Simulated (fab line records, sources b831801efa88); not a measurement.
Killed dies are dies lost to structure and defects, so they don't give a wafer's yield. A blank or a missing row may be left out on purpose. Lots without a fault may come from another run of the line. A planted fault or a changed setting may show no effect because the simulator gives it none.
fab line records | flow gf180mcu
record lots=15 wafers=45 last_day=34
route steps=602 shown STI@1 VT_IMPLANT@96 HV_LDD@228
lots that met no fault: from a run of the same line without faults
start_h: hours from the record's first day to the start of the lot's first wafer shown | wait_h: hours since the lot's step before | " the same as in the row above | L1.1+2: a row that stands for several wafers | - no value, or no start given | * or withheld: withheld | < > ~ a bound
route shown NAME@n: a module of which the file shows steps, and the number in the route of the first | usual: mean/standard deviation of fault-free wafers | same: alike in all rows | chamber/n: place in a boat | sites: the reading at each site | _std_site: their standard deviation | _edge_site: outer sites' mean less inner sites' | radius_mm: how far each site lies from the wafer's centre | mask NAME#n: copy n | behind: the tool/chamber that last shaped the wafer | hold: why the lot was held/for how many hours/how that ended | device: the transistor (n, p or np) that didn't switch | end of line: the same wafers' tests at the end of the route | a step without rows: its recipe alone | killed: dies lost to structure and defects at the first sort, not the wafer's yield | map: a wafer's dies, x killed, . not, _ none there
set.NAME: the setting as run; set.NAME@STEP: as run at that earlier step | model.NAME: the simulator's own value behind a step, which no gauge read
steps of the route over a sample of lots; a table a step, a row a wafer
services: from which hour (start_h, from the record's first day; less than 0 if before it) a tool's chamber was out of use, for how many hours, and why
## steps
# step GF_STI_BOW_MEAS_00
# recipe mode=bow
# usual INCOMING_BOW=0/6.2
# columns lot.wafer tool chamber start_h wait_h INCOMING_BOW[um]
L719.1 film_metro-04 - 10.00 - -1
L719.4 " - " " -4
L719.6 " - " " 5
L720.3 film_metro-01 - 15.04 - -8
L720.4 " - " " 5
L720.5 " - " " -4
L721.3 film_metro-03 - 20.04 - 11
L721.4 " - " " -3
L721.5 " - " " 5
L722.1 film_metro-04 - 25.00 - 2
L722.3 " - " " -1
L722.6 " - " " 12
L723.2 film_metro-03 - 30.02 - 5
L723.3 " - " " -1
L723.6 " - " " -11
L724.2 film_metro-03 - 35.02 - -2
L724.3 " - " " -9
L724.6 " - " " 20
L725.1 film_metro-03 - 40.00 - 0
L725.2 " - " " -3
L725.5 " - " " -3
L726.3 film_metro-04 - 45.04 - 2
L726.4 " - " " 8
L726.5 " - " " 8
L728.2 film_metro-01 - 55.02 - 0
L728.4 " - " " 3
L728.5 " - " " -7
L731.3 film_metro-01 - 70.04 - 3
L731.5 " - " " 4
L731.6 " - " " -5
L732.2 film_metro-03 - 75.02 - -4
L732.3 " - " " -3
L732.4 " - " " -6
L733.1 film_metro-04 - 80.00 - 2
L733.2 " - " " -4
L733.5 " - " " 0
L740.2 film_metro-03 - 115.02 - 8
L740.4 " - " " 1
L740.6 " - " " 1
L741.2 film_metro-03 - 120.02 - -8
L741.4 " - " " -13
L741.6 " - " " -4
L742.3 film_metro-04 - 125.04 - 0
L742.5 " - " " 2
L742.6 " - " " 2
# step GF_STI_THK_MEAS_02
# recipe reads=SiO2_of_STI_OXIDATION_01
# usual STI_OXIDATION_THK=10.00/0.18
# columns lot.wafer tool chamber start_h wait_h STI_OXIDATION_THK[nm]
L719.1 film_metro-01 - 12.15 0.0 9.94
L719.4 " - " " 9.90
L719.6 " - " " 10.02
L720.3 film_metro-03 - 16.53 0.0 10.10
L720.4 " - " " 10.15
L720.5 " - " " 10.06
L721.3 film_metro-04 - 21.53 0.0 10.02
L721.4 " - " " 10.10
L721.5 " - " " 10.18
L722.1 film_metro-04 - 27.33 0.0 10.15
L722.3 " - " " 10.10
L722.6 " - " " 10.07
L723.2 film_metro-03 - 31.52 0.0 10.06
L723.3 " - " " 9.98
L723.6 " - " " 9.86
L724.2 film_metro-01 - 36.66 0.0 10.03
L724.3 " - " " 9.73
L724.6 " - " " 9.93
L725.1 film_metro-03 - 42.84 0.0 9.98
L725.2 " - " " 9.82
L725.5 " - " " 9.64
L726.3 film_metro-01 - 46.53 0.0 10.00
L726.4 " - " " 9.92
L726.5 " - " " 9.93
L728.2 film_metro-01 - 60.76 0.0 9.68
L728.4 " - " " 9.72
L728.5 " - " " 9.94
L731.3 film_metro-03 - 72.42 0.0 9.94
L731.5 " - " " 9.78
L731.6 " - " " 10.03
L732.2 film_metro-04 - 76.52 0.0 10.36
L732.3 " - " " 10.45
L732.4 " - " " 10.32
L733.1 film_metro-03 - 82.91 0.0 9.95
L733.2 " - " " 9.74
L733.5 " - " " 9.91
L740.2 film_metro-03 - 117.24 0.0 9.75
L740.4 " - " " 9.81
L740.6 " - " " 9.79
L741.2 film_metro-04 - 121.52 0.0 10.01
L741.4 " - " " 10.05
L741.6 " - " " 9.93
L742.3 film_metro-01 - 127.25 0.1 10.01
L742.5 " - " " 9.98
L742.6 " - " " 9.98
# step GF_VT_IMPLANT_DEVELOP_06
# recipe develop_time_s=60 dev_temp_c=23
# usual chill_plate_temp_C=22.99/0.1 develop_time_s=60/0
# columns lot.wafer tool chamber start_h wait_h chill_plate_temp_C develop_time_s
L719.1 litho_track-01 0 109.71 0.1 22.91 60
L719.4 " 0 " " 23.14 60
L719.6 " 0 " " 23.05 60
L720.3 litho_track-01 0 113.36 0.1 22.91 60
L720.4 " 0 " " 22.97 60
L720.5 " 0 " " 22.93 60
L721.3 litho_track-03 0 120.62 0.1 23.04 60
L721.4 " 0 " " 23.00 60
L721.5 " 0 " " 23.05 60
L722.1 litho_track-03 0 129.27 0.1 22.92 60
L722.3 " 0 " " 22.86 60
L722.6 " 0 " " 23.04 60
L723.2 litho_track-01 0 136.13 0.1 22.76 60
L723.3 " 0 " " 22.92 60
L723.6 " 0 " " 22.89 60
L724.2 litho_track-03 0 146.04 0.1 22.83 60
L724.3 " 0 " " 22.98 60
L724.6 " 0 " " 22.96 60
L725.1 litho_track-04 0 152.20 0.1 22.96 60
L725.2 " 0 " " 22.94 60
L725.5 " 0 " " 23.12 60
L726.3 litho_track-01 0 154.66 0.1 22.94 60
L726.4 " 0 " " 22.89 60
L726.5 " 0 " " 22.82 60
L728.2 litho_track-03 0 171.34 0.1 23.00 60
L728.4 " 0 " " 22.84 60
L728.5 " 0 " " 22.90 60
L731.3 litho_track-04 - 184.35 0.1 - -
L731.5 " - " " - -
L731.6 " - " " - -
L732.2 litho_track-03 - 190.94 0.1 - -
L732.3 " - " " - -
L732.4 " - " " - -
L733.1 litho_track-03 - 198.47 0.1 - -
L733.2 " - " " - -
L733.5 " - " " - -
L740.2 litho_track-03 0 242.04 0.1 22.89 60
L740.4 " 0 " " 22.89 60
L740.6 " 0 " " 22.87 60
L741.2 litho_track-01 0 246.63 0.1 23.06 60
L741.4 " 0 " " 23.10 60
L741.6 " 0 " " 23.15 60
L742.3 litho_track-01 0 255.06 0.1 22.94 60
L742.5 " 0 " " 23.07 60
L742.6 " 0 " " 22.91 60
# step GF_HV_LDD_RTA_52
# recipe temp_c=1000 time_s=10 ambient=N2
# usual anneal_temp_c_max=1005.1/2.3 lamp_power_pct=34.7/3 wafer_temp_C_max=1005.8/1
# columns lot.wafer tool chamber start_h wait_h anneal_temp_c_max lamp_power_pct wafer_temp_C_max
L719.1 rtp_anneal-01 0 268.79 0.0 1007.6 31.1 1008.1
L719.4 " 0 " " 1007.0 31.2 1006.7
L719.6 " 0 " " 1007.8 31.2 1006.1
L720.3 rtp_anneal-02 0 276.31 0.0 1003.3 37.3 1006.2
L720.4 " 0 " " 1003.0 37.2 1004.3
L720.5 " 0 " " 1002.9 37.2 1005.6
L721.3 rtp_anneal-02 0 285.04 0.0 1003.1 37.2 1005.1
L721.4 " 0 " " 1003.5 37.2 1007.7
L721.5 " 0 " " 1003.7 37.2 1006.3
L722.1 rtp_anneal-01 0 297.54 0.0 1007.3 31.2 1006.9
L722.3 " 0 " " 1007.3 31.2 1007.1
L722.6 " 0 " " 1005.3 31.2 1005.1
L723.2 rtp_anneal-01 0 306.98 0.0 1008.3 31.2 1004.9
L723.3 " 0 " " 1006.3 31.2 1005.6
L723.6 " 0 " " 1006.8 31.2 1007.4
L724.2 rtp_anneal-02 0 319.28 0.0 1002.9 37.3 1006.8
L724.3 " 0 " " 1002.4 37.3 1007.0
L724.6 " 0 " " 1003.2 37.2 1004.5
L725.1 rtp_anneal-01 0 326.44 0.0 1008.1 31.2 1006.2
L725.2 " 0 " " 1007.3 31.2 1006.7
L725.5 " 0 " " 1008.7 31.2 1005.0
L726.3 rtp_anneal-02 0 331.89 0.0 1003.0 37.3 1004.3
L726.4 " 0 " " 1002.8 37.2 1005.1
L726.5 " 0 " " 1002.6 37.2 1005.0
L728.2 rtp_anneal-02 0 354.88 0.0 1003.3 37.3 1004.5
L728.4 " 0 " " 1002.5 37.2 1004.1
L728.5 " 0 " " 1002.8 37.2 1006.2
L740.2 rtp_anneal-02 0 449.55 0.0 1003.7 37.2 1005.9
L740.4 " 0 " " 1002.5 37.3 1005.5
L740.6 " 0 " " 1003.4 37.2 1005.0
L741.2 rtp_anneal-01 0 455.58 0.0 1005.4 31.3 1007.2
L741.4 " 0 " " 1007.0 31.2 1006.9
L741.6 " 0 " " 1006.4 31.2 1006.1
L742.3 rtp_anneal-01 0 460.81 0.0 1007.6 31.2 1004.1
L742.5 " 0 " " 1007.7 31.1 1006.0
L742.6 " 0 " " 1006.9 31.2 1004.2
## services
# columns tool chamber start_h hours kind
rtp_anneal-02 - 265.21 5.5 pm
rtp_anneal-02 - 374.52 0.7 repair
## key
first_sign step=GF_VT_IMPLANT_DEVELOP_06 reading=tool_record direction=missing
effect none on later readings
met_at GF_VT_IMPLANT_DEVELOP_06
struck_lots L731,L732,L733
later_rows_left_out L731.3,L731.5,L731.6,L732.2,L732.3,L732.4,L733.1,L733.2,L733.5
sort_left_out L731.3,L731.5,L731.6,L732.2,L732.3,L732.4,L733.1,L733.2,L733.5
tester_left_out L731,L732,L733
not_acting_at GF_STI_BOW_MEAS_00,GF_STI_THK_MEAS_02,GF_HV_LDD_RTA_52
onset_between 171.34 184.35
fault kind=skipped_step_whole tool=litho_track-03,litho_track-04 chamber=- onset_h=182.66 steps=GF_VT_IMPLANT_DEVELOP_06 scope=struck_lots_only
# tester_left_out: of these lots the tester's yield and bins aren't shown, on N5 and GAA mostly nor the transistor test; their killed dies are dies lost to structure and defects alone, not to doping, threshold or leakage, so they don't give the yield
# sort_left_out: the simulated sort isn't trusted on such a fault, so these wafers' sort isn't shown, and their yield isn't known
# later_rows_left_out: the simulator's readings of these wafers behind a module that went badly wrong aren't trusted and aren't shown, but for the sort
